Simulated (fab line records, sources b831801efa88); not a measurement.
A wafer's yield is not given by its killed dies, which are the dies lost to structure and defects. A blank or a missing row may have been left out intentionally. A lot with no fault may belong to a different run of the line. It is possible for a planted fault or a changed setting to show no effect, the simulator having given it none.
Which tool was responsible? || flow gf180mcu || 42 wafers from 14 lots sampled at 5 of the route's 602 steps

## WHAT THE GAUGES READ, wafer by wafer
GF_POLY_GATE_OVL_MEAS_11. Usual: POLY_GATE_OVL typically reads 2 nm, with standard deviation 4.7.
{"lot": "L625", "measured": "day 9 10:30", "on": "overlay-02", "POLY_GATE_OVL (nm)": "3 6 0", "flag": ""}
{"lot": "L626", "measured": "day 9 15:23", "on": "overlay-01", "POLY_GATE_OVL (nm)": "6 2 5", "flag": ""}
{"lot": "L628", "measured": "day 10 04:27", "on": "overlay-01", "POLY_GATE_OVL (nm)": "8 5 1", "flag": ""}
{"lot": "L629", "measured": "day 10 08:50", "on": "overlay-02", "POLY_GATE_OVL (nm)": "-9 9 5", "flag": ""}
{"lot": "L630", "measured": "day 10 18:43", "on": "overlay-01", "POLY_GATE_OVL (nm)": "-4 7 -5", "flag": ""}
{"lot": "L633", "measured": "day 11 12:59", "on": "overlay-02", "POLY_GATE_OVL (nm)": "-2 -1 -7", "flag": ""}
{"lot": "L637", "measured": "day 12 16:15", "on": "overlay-02", "POLY_GATE_OVL (nm)": "-6 -2 0", "flag": ""}
{"lot": "L638", "measured": "day 13 03:53", "on": "overlay-01", "POLY_GATE_OVL (nm)": "1 -3 2", "flag": ""}
{"lot": "L639", "measured": "day 13 06:48", "on": "overlay-02", "POLY_GATE_OVL (nm)": "-8 4 7", "flag": ""}
{"lot": "L642", "measured": "day 14 04:05", "on": "overlay-02", "POLY_GATE_OVL (nm)": "5 3 -1", "flag": ""}
{"lot": "L644", "measured": "day 14 20:28", "on": "overlay-02", "POLY_GATE_OVL (nm)": "7 7 -2", "flag": ""}
{"lot": "L646", "measured": "day 15 10:40", "on": "overlay-01", "POLY_GATE_OVL (nm)": "2 4 5", "flag": ""}
{"lot": "L647", "measured": "day 15 20:58", "on": "overlay-01", "POLY_GATE_OVL (nm)": "8 4 6", "flag": ""}
{"lot": "L648", "measured": "day 16 01:11", "on": "overlay-01", "POLY_GATE_OVL (nm)": "14 2 -1", "flag": ""}

GF_POLY_GATE_THK_MEAS_17. Usual: POLY_GATE_OXIDATION_THK typically reads 4.05 nm, with standard deviation 0.079.
{"lot": "L625", "measured": "day 9 12:02", "on": "filmMetro-02", "POLY_GATE_OXIDATION_THK (nm)": "4.07 4.10 4.03", "flag": ""}
{"lot": "L626", "measured": "day 9 17:31", "on": "filmMetro-03", "POLY_GATE_OXIDATION_THK (nm)": "3.95 3.96 4.06", "flag": ""}
{"lot": "L628", "measured": "day 10 05:59", "on": "filmMetro-02", "POLY_GATE_OXIDATION_THK (nm)": "3.99 4.00 3.96", "flag": ""}
{"lot": "L629", "measured": "day 10 11:02", "on": "filmMetro-02", "POLY_GATE_OXIDATION_THK (nm)": "4.00 4.08 4.03", "flag": ""}
{"lot": "L630", "measured": "day 10 20:15", "on": "filmMetro-04", "POLY_GATE_OXIDATION_THK (nm)": "4.05 4.09 4.11", "flag": ""}
{"lot": "L633", "measured": "day 11 15:24", "on": "filmMetro-04", "POLY_GATE_OXIDATION_THK (nm)": "4.06 4.05 4.02", "flag": ""}
{"lot": "L637", "measured": "day 12 17:48", "on": "filmMetro-04", "POLY_GATE_OXIDATION_THK (nm)": "4.03 4.07 4.05", "flag": ""}
{"lot": "L638", "measured": "day 13 05:26", "on": "filmMetro-02", "POLY_GATE_OXIDATION_THK (nm)": "3.99 4.01 3.96", "flag": ""}
{"lot": "L639", "measured": "day 13 09:58", "on": "filmMetro-03", "POLY_GATE_OXIDATION_THK (nm)": "4.05 4.02 4.00", "flag": ""}
{"lot": "L642", "measured": "day 14 06:51", "on": "filmMetro-02", "POLY_GATE_OXIDATION_THK (nm)": "4.14 4.03 4.15", "flag": ""}
{"lot": "L644", "measured": "day 14 22:20", "on": "filmMetro-04", "POLY_GATE_OXIDATION_THK (nm)": "4.15 4.07 4.03", "flag": ""}
{"lot": "L646", "measured": "day 15 12:15", "on": "filmMetro-03", "POLY_GATE_OXIDATION_THK (nm)": "4.08 4.07 4.04", "flag": ""}
{"lot": "L647", "measured": "day 15 23:40", "on": "filmMetro-03", "POLY_GATE_OXIDATION_THK (nm)": "4.02 3.98 3.93", "flag": ""}
{"lot": "L648", "measured": "day 16 02:46", "on": "filmMetro-02", "POLY_GATE_OXIDATION_THK (nm)": "4.02 4.01 3.95", "flag": ""}

GF_HV_LDD_OVL_MEAS_08. Usual: HV_LDD_OVL typically reads -0.2 nm, with standard deviation 1.4.
{"lot": "L625", "measured": "day 10 05:13", "on": "overlay-01", "HV_LDD_OVL (nm)": "2.3 1.3 0.5", "flag": ""}
{"lot": "L626", "measured": "day 10 11:10", "on": "overlay-02", "HV_LDD_OVL (nm)": "-2.0 0.0 -1.2", "flag": ""}
{"lot": "L628", "measured": "day 11 00:28", "on": "overlay-02", "HV_LDD_OVL (nm)": "-0.1 1.4 -1.4", "flag": ""}
{"lot": "L629", "measured": "day 11 05:27", "on": "overlay-02", "HV_LDD_OVL (nm)": "-1.2 0.2 -3.1", "flag": ""}
{"lot": "L630", "measured": "day 11 14:55", "on": "overlay-01", "HV_LDD_OVL (nm)": "0.1 -0.6 -2.2", "flag": ""}
{"lot": "L633", "measured": "day 12 10:21", "on": "overlay-01", "HV_LDD_OVL (nm)": "-0.4 0.0 1.2", "flag": ""}
{"lot": "L637", "measured": "day 13 13:46", "on": "overlay-02", "HV_LDD_OVL (nm)": "-1.1 -2.2 -1.2", "flag": ""}
{"lot": "L638", "measured": "day 14 02:30", "on": "overlay-01", "HV_LDD_OVL (nm)": "-2.3 -2.0 -1.0", "flag": ""}
{"lot": "L639", "measured": "day 14 06:46", "on": "overlay-02", "HV_LDD_OVL (nm)": "-2.0 -2.0 -1.4", "flag": ""}
{"lot": "L642", "measured": "day 15 04:04", "on": "overlay-01", "HV_LDD_OVL (nm)": "-0.3 1.7 -1.3", "flag": ""}
{"lot": "L644", "measured": "day 15 19:58", "on": "overlay-02", "HV_LDD_OVL (nm)": "-93.5 -91.8 -92.9", "flag": "OFF"}
{"lot": "L646", "measured": "day 16 11:04", "on": "overlay-01", "HV_LDD_OVL (nm)": "2.1 2.4 1.1", "flag": ""}
{"lot": "L647", "measured": "day 16 22:10", "on": "overlay-02", "HV_LDD_OVL (nm)": "1.5 -0.3 1.6", "flag": ""}
{"lot": "L648", "measured": "day 17 01:30", "on": "overlay-02", "HV_LDD_OVL (nm)": "-93.1 -94.6 -95.3", "flag": "OFF"}

GF_HV_LDD_CD_MEAS_19: the cd target is 400 nm. Usual: cdNm reads 400.1 nm (standard deviation 2).
{"lot": "L625", "measured": "day 11 00:08", "on": "cdSem-02", "cdNm (nm)": "400.6 403.2 403.6", "flag": ""}
{"lot": "L626", "measured": "day 11 07:00", "on": "cdSem-02", "cdNm (nm)": "399.7 398.9 401.4", "flag": ""}
{"lot": "L628", "measured": "day 11 19:14", "on": "cdSem-01", "cdNm (nm)": "399.9 402.3 400.7", "flag": ""}
{"lot": "L629", "measured": "day 12 00:10", "on": "cdSem-01", "cdNm (nm)": "400.0 401.8 399.9", "flag": ""}
{"lot": "L630", "measured": "day 12 09:58", "on": "cdSem-01", "cdNm (nm)": "401.0 398.1 399.5", "flag": ""}
{"lot": "L633", "measured": "day 13 06:20", "on": "cdSem-01", "cdNm (nm)": "401.5 400.6 399.8", "flag": ""}
{"lot": "L637", "measured": "day 14 10:20", "on": "cdSem-02", "cdNm (nm)": "399.6 400.6 398.9", "flag": ""}
{"lot": "L638", "measured": "day 15 00:13", "on": "cdSem-02", "cdNm (nm)": "400.2 401.7 400.7", "flag": ""}
{"lot": "L639", "measured": "day 15 04:23", "on": "cdSem-02", "cdNm (nm)": "398.3 396.2 398.3", "flag": ""}
{"lot": "L642", "measured": "day 16 01:42", "on": "cdSem-01", "cdNm (nm)": "398.5 399.7 401.8", "flag": ""}
{"lot": "L644", "measured": "day 16 18:53", "on": "cdSem-02", "cdNm (nm)": "400.2 400.8 401.0", "flag": ""}
{"lot": "L646", "measured": "day 17 10:01", "on": "cdSem-01", "cdNm (nm)": "401.4 402.8 401.8", "flag": ""}
{"lot": "L647", "measured": "day 17 20:23", "on": "cdSem-01", "cdNm (nm)": "396.6 399.2 399.5", "flag": ""}
{"lot": "L648", "measured": "day 18 00:01", "on": "cdSem-02", "cdNm (nm)": "398.5 399.7 399.0", "flag": ""}

## WHICH TOOL RAN EACH LOT (tool, then ch and the chambers of the sampled wafers, then the start)
{"lot": "L625", "GF_HV_LDD_EXPOSE_04": "ilineStepper-01 ch 0, day 9 20:37"}
{"lot": "L626", "GF_HV_LDD_EXPOSE_04": "ilineStepper-01 ch 0, day 10 02:14"}
{"lot": "L628", "GF_HV_LDD_EXPOSE_04": "ilineStepper-01 ch 0, day 10 15:43"}
{"lot": "L629", "GF_HV_LDD_EXPOSE_04": "ilineStepper-01 ch 0, day 10 19:52"}
{"lot": "L630", "GF_HV_LDD_EXPOSE_04": "ilineStepper-02 ch 0, day 11 06:03"}
{"lot": "L633", "GF_HV_LDD_EXPOSE_04": "ilineStepper-01 ch 0, day 12 00:44"}
{"lot": "L637", "GF_HV_LDD_EXPOSE_04": "ilineStepper-01 ch 0, day 13 04:01"}
{"lot": "L638", "GF_HV_LDD_EXPOSE_04": "ilineStepper-02 ch 0, day 13 15:23"}
{"lot": "L639", "GF_HV_LDD_EXPOSE_04": "ilineStepper-02 ch 0, day 13 20:11"}
{"lot": "L642", "GF_HV_LDD_EXPOSE_04": "ilineStepper-02 ch 0, day 14 17:28"}
{"lot": "L644", "GF_HV_LDD_EXPOSE_04": "ilineStepper-02 ch 0, day 15 08:52"}
{"lot": "L646", "GF_HV_LDD_EXPOSE_04": "ilineStepper-01 ch 0, day 15 23:53"}
{"lot": "L647", "GF_HV_LDD_EXPOSE_04": "ilineStepper-01 ch 0, day 16 10:40"}
{"lot": "L648", "GF_HV_LDD_EXPOSE_04": "ilineStepper-02 ch 0, day 16 13:47"}
- GF_HV_LDD_EXPOSE_04: exposes mask Nplus LV AREA, target cd 400 nm.

## AS READ BY THE TOOLS THEMSELVES (means over the sampled wafers that have a number; for cases with no such wafer, the mark the record gives instead)
GF_HV_LDD_EXPOSE_04. Usual: exposureDoseMJCm2 reads 139.94 (standard deviation 0.14).
{"lot": "L625", "tool": "ilineStepper-01", "exposureDoseMJCm2": 140.04, "flag": ""}
{"lot": "L626", "tool": "ilineStepper-01", "exposureDoseMJCm2": 139.95, "flag": ""}
{"lot": "L628", "tool": "ilineStepper-01", "exposureDoseMJCm2": 139.96, "flag": ""}
{"lot": "L629", "tool": "ilineStepper-01", "exposureDoseMJCm2": 140.09, "flag": ""}
{"lot": "L630", "tool": "ilineStepper-02", "exposureDoseMJCm2": 139.86, "flag": ""}
{"lot": "L633", "tool": "ilineStepper-01", "exposureDoseMJCm2": 139.99, "flag": ""}
{"lot": "L637", "tool": "ilineStepper-01", "exposureDoseMJCm2": 139.82, "flag": ""}
{"lot": "L638", "tool": "ilineStepper-02", "exposureDoseMJCm2": 139.82, "flag": ""}
{"lot": "L639", "tool": "ilineStepper-02", "exposureDoseMJCm2": 140.17, "flag": ""}
{"lot": "L642", "tool": "ilineStepper-02", "exposureDoseMJCm2": 139.83, "flag": ""}
{"lot": "L644", "tool": "ilineStepper-02", "exposureDoseMJCm2": 140.12, "flag": ""}
{"lot": "L646", "tool": "ilineStepper-01", "exposureDoseMJCm2": 139.95, "flag": ""}
{"lot": "L647", "tool": "ilineStepper-01", "exposureDoseMJCm2": 139.93, "flag": ""}
{"lot": "L648", "tool": "ilineStepper-02", "exposureDoseMJCm2": 139.92, "flag": ""}

## THE ANSWER, worked out from the rows above alone
Rule: lot off if the mean of its wafers having a number is beyond 3 standard deviations from the usual mean. Also off: a lot with no number at a reading for which 4 or more lots have one. Where the step has rows for the other lots, those lots are counted as sound. Order of review: gauges by route order, followed by the tools' own readings, for which a lot's mean as printed above is used. At the first step where some lot is off, the reading lying furthest off is the one used; lots without a number count as furthest.
Off: L644, L648, at GF_HV_LDD_OVL_MEAS_08 (HV_LDD_OVL).
A tool fits if, at a process step before that reading, it ran every lot that is off, and no sound lot after the first of them. Those tools and the gauges at GF_HV_LDD_OVL_MEAS_08 are tried in the same way. One candidate fits, namely ilineStepper-02 at GF_HV_LDD_EXPOSE_04. A fault onset in the window from L642 (day 14 17:28, its last sound lot) to L644 (day 15 08:52, its first lot off) fits.

## WHAT THE SIMULATOR PUT IN
Scanner matching overlay: ilineStepper-02, from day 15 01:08 on, at GF_HV_LDD_EXPOSE_04. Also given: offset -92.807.
Struck lots among those shown: L644, L648. The rule above reached the same finding.
